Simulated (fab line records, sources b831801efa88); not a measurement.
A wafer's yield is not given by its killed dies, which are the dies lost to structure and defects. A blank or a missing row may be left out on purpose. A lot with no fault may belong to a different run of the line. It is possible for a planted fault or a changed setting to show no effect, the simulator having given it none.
Which of the tools did it? | flow gf180mcu | 11 lots, 33 wafers sampled, at 5 steps of a route of 602

## WHAT THE GAUGES SHOWED, per wafer
GF_V2_THK_MEAS_25: measures by xrf.
lot  | measured     | on            | V2_W_THK (nm)
L172 | day 20 20:16 | film metro-01 | 344 344 346
L173 | day 21 01:05 | film metro-01 | 345 347 348
L176 | day 22 10:01 | film metro-02 | 348 345 345
L177 | day 22 18:15 | film metro-02 | 351 346 342
L178 | day 23 05:53 | film metro-01 | 354 354 355
L179 | day 23 13:20 | film metro-02 | 344 346 342
L181 | day 24 03:45 | film metro-02 | 349 352 349
L191 | day 27 03:05 | film metro-02 | 341 344 345
L192 | day 27 12:20 | film metro-03 | 351 351 353
L193 | day 27 18:34 | film metro-02 | 358 359 360
L194 | day 28 01:20 | film metro-01 | 338 346 340

GF_V3_THK_MEAS_03.
lot  | measured     | on            | V3_CVD_02_THK (nm)
L172 | day 21 21:40 | film metro-01 | 856 862 870
L173 | day 22 02:10 | film metro-04 | 840 848 855
L176 | day 23 10:31 | film metro-04 | 840 845 857
L177 | day 23 18:56 | film metro-01 | 848 862 845
L178 | day 24 04:53 | film metro-02 | 841 1158 863
L179 | day 24 12:51 | film metro-04 | 847 851 858
L181 | day 25 02:49 | film metro-01 | 1160 845 850
L191 | day 28 01:05 | film metro-02 | 843 836 860
L192 | day 28 09:37 | film metro-02 | 842 839 845
L193 | day 28 14:48 | film metro-02 | 831 839 848
L194 | day 28 22:05 | film metro-02 | 846 850 838

## WHAT TOOL EACH LOT RAN ON (gives the tool, then ch and the chambers of the sampled wafers, and finally the start)
lot  | GF_V2_CMP_26                  | GF_M3_STRIP_17                       | GF_V3_CVD_02
L172 | cmp-01 ch 0,3, day 20 20:19   | plasma asher-03 ch 0,1, day 21 20:55 | pecvd-02 ch 0,1,2, day 21 21:35
L173 | cmp-02 ch 1,2, day 21 01:09   | plasma asher-01 ch 1, day 22 01:26   | pecvd-04 ch 0,1,2, day 22 02:06
L176 | cmp-01 ch 1,2,3, day 22 10:07 | plasma asher-01 ch 0,1, day 23 09:47 | pecvd-02 ch 0,1,2, day 23 10:27
L177 | cmp-02 ch 0,1, day 22 18:17   | plasma asher-01 ch 0,1, day 23 18:13 | pecvd-04 ch 0,1, day 23 18:51
L178 | cmp-01 ch 0,1,3, day 23 05:59 | plasma asher-01 ch 0,1, day 24 04:08 | pecvd-02 ch 0,2, day 24 04:48
L179 | cmp-02 ch 0,1, day 23 13:23   | plasma asher-01 ch 0,1, day 24 12:08 | pecvd-01 ch 0,1, day 24 12:46
L181 | cmp-01 ch 0,1,3, day 24 03:52 | plasma asher-04 ch 0,1, day 25 02:05 | pecvd-02 ch 0,2, day 25 02:45
L191 | cmp-01 ch 0,1,2, day 27 03:09 | plasma asher-04 ch 0,1, day 28 00:14 | pecvd-02 ch 1,2, day 28 01:02
L192 | cmp-01 ch 0,1, day 27 12:23   | plasma asher-03 ch 0,1, day 28 08:53 | pecvd-01 ch 1,2, day 28 09:33
L193 | cmp-02 ch 0,1,3, day 27 18:40 | plasma asher-01 ch 0,1, day 28 14:04 | pecvd-04 ch 0,1, day 28 14:44
L194 | cmp-02 ch 0,2,3, day 28 01:23 | plasma asher-04 ch 0,1, day 28 21:20 | pecvd-01 ch 0,1,2, day 28 22:01
- GF_V2_CMP_26: polishes, stops on SiO2, t overpolish 15 s, target thk 0 nm.
- GF_M3_STRIP_17: strips in O2/N2.
- GF_V3_CVD_02: deposits SiO2 from TEOS, target thk 850 nm, time 94.851 s.

## WHAT THE TOOLS THEMSELVES READ (means of the sampled wafers that have a number; where no wafer has one, the mark that the record gives instead)
GF_V2_CMP_26.
lot  | tool   | motor current A (A) | overpolish run s (s) | retaining ring pressure frac | time to endpoint s (s)
L172 | cmp-01 | 11.1                | 14.988               | 0.997                        | 85
L173 | cmp-02 | 10.1                | 15.004               | 1.005                        | 84
L176 | cmp-01 | 11.0                | 15.003               | 0.999                        | 82
L177 | cmp-02 | 10.4                | 15.004               | 1.001                        | 82
L178 | cmp-01 | 11.3                | 14.997               | 0.999                        | 85
L179 | cmp-02 | 10.6                | 15.005               | 0.997                        | 83
L181 | cmp-01 | 10.5                | 15.008               | 0.999                        | 82
L191 | cmp-01 | 10.8                | 14.993               | 0.996                        | 85
L192 | cmp-01 | 11.1                | 14.998               | 1.004                        | 85
L193 | cmp-02 | 10.4                | 14.999               | 0.997                        | 85
L194 | cmp-02 | 10.6                | 15.005               | 1.002                        | 80

GF_M3_STRIP_17.
lot  | tool            | drypump motor current A (A) | heater power w (W) | oes product au (a.u.) | strip time to endpoint s (s)
L172 | plasma asher-03 | 5.8                         | 306                | 0.559                 | 7.93
L173 | plasma asher-01 | 6.2                         | 302                | 0.558                 | 7.92
L176 | plasma asher-01 | 6.1                         | 298                | 0.561                 | 7.88
L177 | plasma asher-01 | 6.1                         | 294                | 0.560                 | 7.89
L178 | plasma asher-01 | 6.1                         | 292                | 0.558                 | 7.91
L179 | plasma asher-01 | 6.1                         | 299                | 0.557                 | 7.86
L181 | plasma asher-04 | 5.2                         | 313                | 0.556                 | 7.84
L191 | plasma asher-04 | 5.5                         | 307                | 0.558                 | 7.91
L192 | plasma asher-03 | 5.8                         | 301                | 0.558                 | 7.85
L193 | plasma asher-01 | 6.2                         | 301                | 0.549                 | 7.80
L194 | plasma asher-04 | 5.5                         | 306                | 0.561                 | 7.96

GF_V3_CVD_02.
lot  | tool     | heater power w (W)
L172 | pecvd-02 | 766
L173 | pecvd-04 | 726
L176 | pecvd-02 | 814
L177 | pecvd-04 | 624
L178 | pecvd-02 | 785
L179 | pecvd-01 | 694
L181 | pecvd-02 | 738
L191 | pecvd-02 | 823
L192 | pecvd-01 | 713
L193 | pecvd-04 | 652
L194 | pecvd-01 | 698

## THE ANSWER, worked out from the rows above alone
Rule: usual is defined by the lots themselves. Put in order of their means at a reading, lots are off if they are a third of the lots or fewer, leave a main group of 4 or more, and stand apart from it by a gap of 3 or more times the standard deviation of the main group's means; of several such gaps the widest counts. If all means in a main group match to the digits the tables above print for the reading, that group is not used. A lot without any number at a reading at which 4 lots or more have one is off too. All remaining lots with rows at the step are treated as sound. After the gauges, taken in route order, come the tools' own readings; for these a lot's mean is taken, as printed above. At the first step where some lot is off, the reading lying furthest off is the one used; lots without a number count as furthest.
Off: L178, L181, at GF_V3_THK_MEAS_03 (V3_CVD_02_THK). For the main group the mean is 848 nm and the standard deviation 6.4.
If a tool, at a process step before that reading, ran all the lots that are off and no sound lot after the first of them, it fits. Those tools and the gauges at GF_V3_THK_MEAS_03 are tried in the same way. Not one of the candidates tried fits.

## WHAT THE SIMULATOR HAD INSERTED
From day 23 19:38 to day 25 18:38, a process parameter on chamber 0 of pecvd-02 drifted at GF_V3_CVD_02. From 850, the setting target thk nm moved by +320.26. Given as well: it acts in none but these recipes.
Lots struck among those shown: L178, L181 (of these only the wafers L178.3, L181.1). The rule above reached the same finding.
